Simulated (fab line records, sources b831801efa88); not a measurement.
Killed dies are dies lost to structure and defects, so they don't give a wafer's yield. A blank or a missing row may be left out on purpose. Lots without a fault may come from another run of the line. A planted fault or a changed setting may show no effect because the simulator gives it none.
Which tool did it? | flow gf180mcu | 24 lots, 72 wafers sampled, at 3 steps of a route of 602

WHAT THE GAUGES READ, wafer by wafer
GF_HV_LDD_TW_MEAS_50. Usual: HV_LDD_4_TW 567.6, standard deviation 2.6.
lot  | measured     | on            | HV_LDD_4_TW       | flag
L074 | day 12 11:49 | film_metro-02 | 567.8 567.5 564.8 |
L075 | day 12 21:25 | film_metro-02 | 565.9 567.1 569.3 |
L076 | day 13 01:46 | film_metro-02 | 566.6 565.4 565.0 |
L077 | day 13 12:44 | film_metro-03 | 562.4 564.3 566.0 |
L078 | day 13 18:23 | film_metro-02 | 564.7 565.7 566.0 |
L079 | day 13 21:55 | film_metro-03 | 565.3 566.1 565.9 |
L080 | day 14 07:46 | film_metro-01 | 567.9 569.6 571.5 |
L081 | day 14 19:35 | film_metro-02 | 566.4 567.6 566.2 |
L082 | day 14 22:46 | film_metro-02 | 563.8 563.2 562.2 |
L083 | day 15 07:09 | film_metro-01 | 569.2 569.0 572.8 |
L084 | day 15 21:52 | film_metro-02 | 565.4 568.5 565.6 |
L085 | day 16 02:10 | film_metro-02 | 570.5 567.3 567.4 |
L086 | day 16 11:33 | film_metro-02 | 569.6 569.0 570.8 |
L087 | day 16 17:34 | film_metro-01 | 568.4 571.3 572.3 |
L088 | day 17 02:11 | film_metro-03 | 568.4 569.7 566.4 |
L089 | day 17 12:22 | film_metro-01 | 572.3 570.8 574.2 |
L090 | day 17 23:37 | film_metro-02 | 569.4 567.4 569.9 |
L092 | day 18 20:10 | film_metro-01 | 569.2 566.9 567.6 |
L091 | day 18 21:05 | film_metro-01 | 571.2 567.9 567.3 |
L093 | day 19 07:33 | film_metro-02 | 565.8 566.4 567.0 |
L094 | day 19 11:05 | film_metro-02 | 566.0 566.8 563.7 |
L095 | day 19 18:59 | film_metro-03 | 570.5 571.2 569.0 |
L097 | day 20 06:13 | film_metro-01 | 567.7 566.5 564.8 |
L096 | day 20 08:21 | film_metro-02 | 569.1 569.6 566.3 |

GF_SAB_THK_MEAS_01. Usual: SAB_CVD_00_THK 50.0 nm, standard deviation 0.65.
lot  | measured     | on            | SAB_CVD_00_THK (nm) | flag
L074 | day 14 08:31 | film_metro-04 | 49.6 49.7 50.1      |
L075 | day 14 17:46 | film_metro-03 | 48.9 49.1 49.5      |
L076 | day 14 23:19 | film_metro-04 | 49.3 49.6 50.3      |
L077 | day 15 12:46 | film_metro-01 | 49.8 50.0 49.6      |
L078 | day 15 16:35 | film_metro-04 | 49.9 49.3 50.0      |
L079 | day 15 20:37 | film_metro-04 | 48.5 49.7 49.6      |
L080 | day 16 06:40 | film_metro-04 | 48.8 49.7 50.0      |
L081 | day 16 20:07 | film_metro-03 | 49.8 49.5 49.8      |
L082 | day 16 21:35 | film_metro-01 | 49.9 49.2 51.2      |
L083 | day 17 07:47 | film_metro-04 | 49.6 49.8 50.3      |
L084 | day 17 23:01 | film_metro-01 | 49.8 50.0 50.7      |
L085 | day 18 03:22 | film_metro-03 | 49.0 49.4 49.7      |
L086 | day 18 13:33 | film_metro-03 | 49.8 49.9 49.5      |
L087 | day 18 20:19 | film_metro-01 | 49.5 49.3 49.1      |
L088 | day 19 06:34 | film_metro-03 | 50.8 50.1 50.2      |
L089 | day 19 15:41 | film_metro-03 | 50.3 51.4 51.2      |
L090 | day 20 03:07 | film_metro-04 | 50.4 50.2 50.0      |
L092 | day 21 04:31 | film_metro-04 | 50.1 50.0 51.2      |
L091 | day 21 03:58 | film_metro-01 | 49.6 49.9 50.4      |
L093 | day 21 12:24 | film_metro-01 | 49.9 50.0 50.8      |
L094 | day 21 15:02 | film_metro-04 | 50.5 51.3 50.2      |
L095 | day 21 22:49 | film_metro-03 | 50.4 50.2 50.0      |
L097 | day 22 09:13 | film_metro-04 | 50.0 50.9 51.1      |
L096 | day 22 11:43 | film_metro-01 | 50.4 51.0 50.7      |

WHICH TOOL RAN EACH LOT (tool, then ch and the chambers of the sampled wafers, then the start)
lot  | GF_HV_LDD_ETCHBACK_58
L074 | rie_diel-03 ch 2,3, day 12 15:57
L075 | rie_diel-03 ch 0,1,3, day 13 00:21
L076 | rie_diel-03 ch 0,2,3, day 13 04:36
L077 | rie_diel-03 ch 0,1,2, day 13 16:54
L078 | rie_diel-03 ch 0,3, day 13 21:15
L079 | rie_diel-01 ch 0,3, day 14 01:30
L080 | rie_diel-03 ch 1,2,3, day 14 10:38
L081 | rie_diel-03 ch 1,2,3, day 14 23:55
L082 | rie_diel-04 ch 2,3, day 15 01:49
L083 | rie_diel-03 ch 1,2,3, day 15 11:04
L084 | rie_diel-03 ch 2,3, day 16 00:42
L085 | rie_diel-01 ch 0,1,3, day 16 05:04
L086 | rie_diel-03 ch 1,2, day 16 14:24
L087 | rie_diel-01 ch 0,1,2, day 16 20:26
L088 | rie_diel-01 ch 0,1,3, day 17 06:17
L089 | rie_diel-04 ch 2,3, day 17 15:16
L090 | rie_diel-01 ch 1,2,3, day 18 02:29
L092 | rie_diel-01 ch 0,1, day 19 02:34
L091 | rie_diel-04 ch 0,1,2, day 19 02:34
L093 | rie_diel-04 ch 0,1,2, day 19 10:24
L094 | rie_diel-01 ch 0,1, day 19 13:56
L095 | rie_diel-01 ch 0,1,2, day 19 21:51
L097 | rie_diel-04 ch 0,1,2, day 20 09:07
L096 | rie_diel-03 ch 1,2, day 20 11:43
- GF_HV_LDD_ETCHBACK_58: etches Si3N4 in CH3F/O2, stops on SiO2, time 100 s, target depth 90 nm.

WHAT THE TOOLS THEMSELVES READ (means of the sampled wafers that have a number; where no wafer has one, the mark that the record gives instead)
GF_HV_LDD_ETCHBACK_58. Usual: drypump_motor_current_A 5.4 A, standard deviation 0.43; oes_product_au 0.845 a.u., standard deviation 0.0068; rf_fwd_power_W 397.5 W, standard deviation 1.5; throttle_valve_pct 10.561 %, standard deviation 0.01.
lot  | tool        | drypump_motor_current_A (A) | oes_product_au (a.u.) | rf_fwd_power_W (W) | throttle_valve_pct (%) | flag
L074 | rie_diel-03 | 5.3                         | 0.841                 | 399.1              | 10.557                 |
L075 | rie_diel-03 | 5.1                         | 0.840                 | 397.3              | 10.557                 |
L076 | rie_diel-03 | 5.4                         | 0.840                 | 398.1              | 10.559                 |
L077 | rie_diel-03 | 5.3                         | 0.839                 | 398.8              | 10.560                 |
L078 | rie_diel-03 | 5.3                         | 0.840                 | 397.0              | 10.558                 |
L079 | rie_diel-01 | 5.9                         | 0.841                 | 397.3              | 10.566                 |
L080 | rie_diel-03 | 5.2                         | 0.843                 | 397.8              | 10.563                 |
L081 | rie_diel-03 | 5.1                         | 0.845                 | 396.6              | 10.562                 |
L082 | rie_diel-04 | 5.4                         | 0.856                 | 399.6              | 10.570                 |
L083 | rie_diel-03 | 5.1                         | 0.844                 | 397.9              | 10.564                 |
L084 | rie_diel-03 | 5.4                         | 0.848                 | 397.2              | 10.563                 |
L085 | rie_diel-01 | 5.7                         | 0.839                 | 397.7              | 10.559                 |
L086 | rie_diel-03 | 5.3                         | 0.842                 | 398.1              | 10.559                 |
L087 | rie_diel-01 | 5.3                         | 0.849                 | 397.6              | 10.557                 |
L088 | rie_diel-01 | 5.7                         | 0.845                 | 397.4              | 10.560                 |
L089 | rie_diel-04 | 5.3                         | 0.836                 | 397.4              | 10.559                 |
L090 | rie_diel-01 | 5.4                         | 0.844                 | 398.0              | 10.568                 |
L092 | rie_diel-01 | 5.6                         | 0.853                 | 399.0              | 10.566                 |
L091 | rie_diel-04 | 5.7                         | 0.846                 | 396.1              | 10.573                 |
L093 | rie_diel-04 | 5.7                         | 0.853                 | 397.1              | 10.566                 |
L094 | rie_diel-01 | 5.4                         | 0.860                 | 397.5              | 10.559                 |
L095 | rie_diel-01 | 5.3                         | 0.844                 | 397.7              | 10.564                 |
L097 | rie_diel-04 | 5.7                         | 0.844                 | 397.9              | 10.566                 |
L096 | rie_diel-03 | 5.3                         | 0.855                 | 397.0              | 10.548                 |

THE ANSWER, worked out from the rows above alone
Rule: a lot is off if the mean of its wafers that have a number lies more than 3 standard deviations from the usual mean. A lot without any number at a reading at which 4 lots or more have one is off too. The other lots that the step has rows for count as sound. The gauges are gone through in route order, then the tools' own readings, and for those a lot's mean is taken as printed above. The first step at which some lot is off is used, and at that step the reading that is off furthest; a lot without a number counts as furthest.
No lot is off at any reading shown: from this, nothing can be told.

WHAT THE SIMULATOR HAD PUT IN
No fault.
